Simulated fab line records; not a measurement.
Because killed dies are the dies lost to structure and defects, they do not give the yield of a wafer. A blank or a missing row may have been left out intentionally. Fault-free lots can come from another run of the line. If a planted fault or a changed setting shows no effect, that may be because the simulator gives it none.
Which tool is to blame? / flow sky130 / 12 lots with 36 wafers sampled at 5 steps, on a route of 708 steps

== WHAT THE GAUGES SHOWED, per wafer ==
No reading from a measuring or inspecting step in the record can be judged against a usual standard deviation.

== WHAT TOOL EACH LOT RAN ON (gives the tool, then ch and the chambers of the sampled wafers, and finally the start) ==
lot=L502; SKY_VT_ADJUST_HVTR_COAT_02=litho_track-03 ch 0, day 9 22:35; SKY_VT_ADJUST_HVTR_STRIP_10=plasma_asher-03 ch 0,1, day 10 09:48; SKY_METAL3_SPUTTER_00=pvd_sputter-04, day 37 03:22; SKY_METAL3_SPUTTER_01=pvd_sputter-04, day 37 03:23; SKY_CAPM_CVD_00=pecvd-04 ch 0,2, day 37 03:31
lot=L503; SKY_VT_ADJUST_HVTR_COAT_02=litho_track-02 ch 0, day 9 22:38; SKY_VT_ADJUST_HVTR_STRIP_10=plasma_asher-02 ch 0,1, day 10 10:04; SKY_METAL3_SPUTTER_00=pvd_sputter-01, day 37 12:41; SKY_METAL3_SPUTTER_01=pvd_sputter-01, day 37 12:42; SKY_CAPM_CVD_00=pecvd-01 ch 0,2, day 37 12:50
lot=L505; SKY_VT_ADJUST_HVTR_COAT_02=litho_track-03 ch 0, day 10 13:14; SKY_VT_ADJUST_HVTR_STRIP_10=plasma_asher-03 ch 0,1, day 11 01:34; SKY_METAL3_SPUTTER_00=pvd_sputter-01, day 38 00:11; SKY_METAL3_SPUTTER_01=pvd_sputter-01, day 38 00:12; SKY_CAPM_CVD_00=pecvd-01 ch 0,1,2, day 38 00:20
lot=L507; SKY_VT_ADJUST_HVTR_COAT_02=litho_track-02 ch 0, day 10 17:25; SKY_VT_ADJUST_HVTR_STRIP_10=plasma_asher-03 ch 0,1, day 11 04:43; SKY_METAL3_SPUTTER_00=pvd_sputter-01, day 38 06:19; SKY_METAL3_SPUTTER_01=pvd_sputter-01, day 38 06:20; SKY_CAPM_CVD_00=pecvd-03 ch 0,1, day 38 06:28
lot=L508; SKY_VT_ADJUST_HVTR_COAT_02=litho_track-03 ch 0, day 11 05:43; SKY_VT_ADJUST_HVTR_STRIP_10=plasma_asher-02 ch 0,1, day 11 18:13; SKY_METAL3_SPUTTER_00=pvd_sputter-04, day 38 17:28; SKY_METAL3_SPUTTER_01=pvd_sputter-04, day 38 17:29; SKY_CAPM_CVD_00=pecvd-03 ch 1,2, day 38 17:37
lot=L512; SKY_VT_ADJUST_HVTR_COAT_02=litho_track-03 ch 0, day 12 03:53; SKY_VT_ADJUST_HVTR_STRIP_10=plasma_asher-03 ch 0,1, day 12 17:09; SKY_METAL3_SPUTTER_00=pvd_sputter-01, day 39 19:54; SKY_METAL3_SPUTTER_01=pvd_sputter-01, day 39 19:55; SKY_CAPM_CVD_00=pecvd-01 ch 0,2, day 39 20:03
lot=L513; SKY_VT_ADJUST_HVTR_COAT_02=litho_track-03 ch 0, day 12 10:29; SKY_VT_ADJUST_HVTR_STRIP_10=plasma_asher-03 ch 0,1, day 12 23:59; SKY_METAL3_SPUTTER_00=pvd_sputter-01, day 39 23:20; SKY_METAL3_SPUTTER_01=pvd_sputter-01, day 39 23:21; SKY_CAPM_CVD_00=pecvd-01 ch 0,1,2, day 39 23:29
lot=L514; SKY_VT_ADJUST_HVTR_COAT_02=litho_track-03 ch 0, day 12 14:14; SKY_VT_ADJUST_HVTR_STRIP_10=plasma_asher-02 ch 0, day 13 03:17; SKY_METAL3_SPUTTER_00=pvd_sputter-04, day 40 02:26; SKY_METAL3_SPUTTER_01=pvd_sputter-04, day 40 02:27; SKY_CAPM_CVD_00=pecvd-04 ch 0,1,2, day 40 02:35
lot=L516; SKY_VT_ADJUST_HVTR_COAT_02=litho_track-03 ch 0, day 13 03:17; SKY_VT_ADJUST_HVTR_STRIP_10=plasma_asher-02 ch 0, day 13 16:04; SKY_METAL3_SPUTTER_00=pvd_sputter-03, day 40 18:56; SKY_METAL3_SPUTTER_01=pvd_sputter-03, day 40 18:57; SKY_CAPM_CVD_00=pecvd-01 ch 0,1, day 40 19:05
lot=L517; SKY_VT_ADJUST_HVTR_COAT_02=litho_track-02 ch 0, day 13 13:10; SKY_VT_ADJUST_HVTR_STRIP_10=plasma_asher-04 ch 0,1, day 14 03:23; SKY_METAL3_SPUTTER_00=pvd_sputter-01, day 41 03:12; SKY_METAL3_SPUTTER_01=pvd_sputter-01, day 41 03:13; SKY_CAPM_CVD_00=pecvd-04 ch 0,1, day 41 03:21
lot=L524; SKY_VT_ADJUST_HVTR_COAT_02=litho_track-02 ch 0, day 15 15:25; SKY_VT_ADJUST_HVTR_STRIP_10=plasma_asher-02 ch 0,1, day 16 06:17; SKY_METAL3_SPUTTER_00=pvd_sputter-03, day 43 01:28; SKY_METAL3_SPUTTER_01=pvd_sputter-03, day 43 01:29; SKY_CAPM_CVD_00=pecvd-04 ch 0,2, day 43 01:37
lot=L525; SKY_VT_ADJUST_HVTR_COAT_02=litho_track-03 ch 0, day 16 00:29; SKY_VT_ADJUST_HVTR_STRIP_10=plasma_asher-02 ch 0,1, day 16 15:23; SKY_METAL3_SPUTTER_00=pvd_sputter-03, day 43 05:43; SKY_METAL3_SPUTTER_01=pvd_sputter-03, day 43 05:44; SKY_CAPM_CVD_00=pecvd-04 ch 0,1,2, day 43 05:52
- SKY_VT_ADJUST_HVTR_COAT_02: resist thk 1140 nm.
- SKY_VT_ADJUST_HVTR_STRIP_10: strips in O2/N2.
- SKY_METAL3_SPUTTER_00: material Ti, target thk 15 nm, time 10 s.
- SKY_METAL3_SPUTTER_01: material TiN, target thk 20 nm, time 16.7 s.
- SKY_CAPM_CVD_00: deposits SiO2, target thk 15.5 nm.

== AS READ BY THE TOOLS THEMSELVES (means over the sampled wafers that have a number; for cases with no such wafer, the mark the record gives instead) ==
SKY_VT_ADJUST_HVTR_COAT_02. Usual: dispense_pressure_kPa 52 kPa, standard deviation 5.1.
lot=L502; tool=litho_track-03; dispense_pressure_kPa (kPa)=58; flag=
lot=L503; tool=litho_track-02; dispense_pressure_kPa (kPa)=47; flag=
lot=L505; tool=litho_track-03; dispense_pressure_kPa (kPa)=58; flag=
lot=L507; tool=litho_track-02; dispense_pressure_kPa (kPa)=47; flag=
lot=L508; tool=litho_track-03; dispense_pressure_kPa (kPa)=58; flag=
lot=L512; tool=litho_track-03; dispense_pressure_kPa (kPa)=58; flag=
lot=L513; tool=litho_track-03; dispense_pressure_kPa (kPa)=58; flag=
lot=L514; tool=litho_track-03; dispense_pressure_kPa (kPa)=58; flag=
lot=L516; tool=litho_track-03; dispense_pressure_kPa (kPa)=58; flag=
lot=L517; tool=litho_track-02; dispense_pressure_kPa (kPa)=47; flag=
lot=L524; tool=litho_track-02; dispense_pressure_kPa (kPa)=47; flag=
lot=L525; tool=litho_track-03; dispense_pressure_kPa (kPa)=58; flag=

SKY_VT_ADJUST_HVTR_STRIP_10. Usual: drypump_motor_current_A 5.5 A, standard deviation 0.58; oes_product_au 0.716 a.u., standard deviation 0.0046; strip_time_to_endpoint_s 14.20 s, standard deviation 0.037.
lot=L502; tool=plasma_asher-03; drypump_motor_current_A (A)=5.9; oes_product_au (a.u.)=0.709; strip_time_to_endpoint_s (s)=14.20; flag=
lot=L503; tool=plasma_asher-02; drypump_motor_current_A (A)=5.3; oes_product_au (a.u.)=0.720; strip_time_to_endpoint_s (s)=14.22; flag=
lot=L505; tool=plasma_asher-03; drypump_motor_current_A (A)=5.4; oes_product_au (a.u.)=0.714; strip_time_to_endpoint_s (s)=14.22; flag=
lot=L507; tool=plasma_asher-03; drypump_motor_current_A (A)=5.8; oes_product_au (a.u.)=0.718; strip_time_to_endpoint_s (s)=14.16; flag=
lot=L508; tool=plasma_asher-02; drypump_motor_current_A (A)=5.3; oes_product_au (a.u.)=0.713; strip_time_to_endpoint_s (s)=14.22; flag=
lot=L512; tool=plasma_asher-03; drypump_motor_current_A (A)=5.8; oes_product_au (a.u.)=0.717; strip_time_to_endpoint_s (s)=14.21; flag=
lot=L513; tool=plasma_asher-03; drypump_motor_current_A (A)=5.4; oes_product_au (a.u.)=0.718; strip_time_to_endpoint_s (s)=14.22; flag=
lot=L514; tool=plasma_asher-02; drypump_motor_current_A (A)=5.0; oes_product_au (a.u.)=0.713; strip_time_to_endpoint_s (s)=14.32; flag=OFF
lot=L516; tool=plasma_asher-02; drypump_motor_current_A (A)=4.9; oes_product_au (a.u.)=0.714; strip_time_to_endpoint_s (s)=14.38; flag=OFF
lot=L517; tool=plasma_asher-04; drypump_motor_current_A (A)=5.9; oes_product_au (a.u.)=0.717; strip_time_to_endpoint_s (s)=14.17; flag=
lot=L524; tool=plasma_asher-02; drypump_motor_current_A (A)=5.2; oes_product_au (a.u.)=0.714; strip_time_to_endpoint_s (s)=14.19; flag=
lot=L525; tool=plasma_asher-02; drypump_motor_current_A (A)=5.1; oes_product_au (a.u.)=0.720; strip_time_to_endpoint_s (s)=14.18; flag=

SKY_METAL3_SPUTTER_00. Usual: throttle_valve_pct 30.2 %, standard deviation 0.64.
lot=L502; tool=pvd_sputter-04; throttle_valve_pct (%)=30.1; flag=
lot=L503; tool=pvd_sputter-01; throttle_valve_pct (%)=29.9; flag=
lot=L505; tool=pvd_sputter-01; throttle_valve_pct (%)=30.1; flag=
lot=L507; tool=pvd_sputter-01; throttle_valve_pct (%)=30.7; flag=
lot=L508; tool=pvd_sputter-04; throttle_valve_pct (%)=30.3; flag=
lot=L512; tool=pvd_sputter-01; throttle_valve_pct (%)=30.0; flag=
lot=L513; tool=pvd_sputter-01; throttle_valve_pct (%)=30.4; flag=
lot=L514; tool=pvd_sputter-04; throttle_valve_pct (%)=30.2; flag=
lot=L516; tool=pvd_sputter-03; throttle_valve_pct (%)=30.4; flag=
lot=L517; tool=pvd_sputter-01; throttle_valve_pct (%)=30.5; flag=
lot=L524; tool=pvd_sputter-03; throttle_valve_pct (%)=29.8; flag=
lot=L525; tool=pvd_sputter-03; throttle_valve_pct (%)=29.8; flag=

SKY_METAL3_SPUTTER_01. Usual: throttle_valve_pct 30.2 %, standard deviation 0.65.
lot=L502; tool=pvd_sputter-04; throttle_valve_pct (%)=30.1; flag=
lot=L503; tool=pvd_sputter-01; throttle_valve_pct (%)=29.8; flag=
lot=L505; tool=pvd_sputter-01; throttle_valve_pct (%)=30.1; flag=
lot=L507; tool=pvd_sputter-01; throttle_valve_pct (%)=30.7; flag=
lot=L508; tool=pvd_sputter-04; throttle_valve_pct (%)=30.5; flag=
lot=L512; tool=pvd_sputter-01; throttle_valve_pct (%)=29.8; flag=
lot=L513; tool=pvd_sputter-01; throttle_valve_pct (%)=30.2; flag=
lot=L514; tool=pvd_sputter-04; throttle_valve_pct (%)=30.3; flag=
lot=L516; tool=pvd_sputter-03; throttle_valve_pct (%)=30.6; flag=
lot=L517; tool=pvd_sputter-01; throttle_valve_pct (%)=30.4; flag=
lot=L524; tool=pvd_sputter-03; throttle_valve_pct (%)=29.9; flag=
lot=L525; tool=pvd_sputter-03; throttle_valve_pct (%)=29.8; flag=

SKY_CAPM_CVD_00. Usual: heater_power_w 765 W, standard deviation 110.
lot=L502; tool=pecvd-04; heater_power_w (W)=751; flag=
lot=L503; tool=pecvd-01; heater_power_w (W)=813; flag=
lot=L505; tool=pecvd-01; heater_power_w (W)=748; flag=
lot=L507; tool=pecvd-03; heater_power_w (W)=888; flag=
lot=L508; tool=pecvd-03; heater_power_w (W)=832; flag=
lot=L512; tool=pecvd-01; heater_power_w (W)=768; flag=
lot=L513; tool=pecvd-01; heater_power_w (W)=760; flag=
lot=L514; tool=pecvd-04; heater_power_w (W)=727; flag=
lot=L516; tool=pecvd-01; heater_power_w (W)=694; flag=
lot=L517; tool=pecvd-04; heater_power_w (W)=708; flag=
lot=L524; tool=pecvd-04; heater_power_w (W)=761; flag=
lot=L525; tool=pecvd-04; heater_power_w (W)=660; flag=

== THE ANSWER, worked out from the rows above alone ==
Rule: lot off if the mean of its wafers having a number is beyond 3 standard deviations from the usual mean. Also off: a lot with no number at a reading for which 4 or more lots have one. The other lots that the step has rows for count as sound. After the gauges, taken in route order, come the tools' own readings; for these a lot's mean is taken, as printed above. At the first step where some lot is off, the reading lying furthest off is the one used; lots without a number count as furthest.
Off: L514, L516 (SKY_VT_ADJUST_HVTR_STRIP_10, strip_time_to_endpoint_s).
If a tool, at that step or one of the process steps before it, ran each lot that is off and ran no sound lot following the first of them, it fits. No candidate that was tried fits.

== WHAT THE SIMULATOR HAD PUT IN ==
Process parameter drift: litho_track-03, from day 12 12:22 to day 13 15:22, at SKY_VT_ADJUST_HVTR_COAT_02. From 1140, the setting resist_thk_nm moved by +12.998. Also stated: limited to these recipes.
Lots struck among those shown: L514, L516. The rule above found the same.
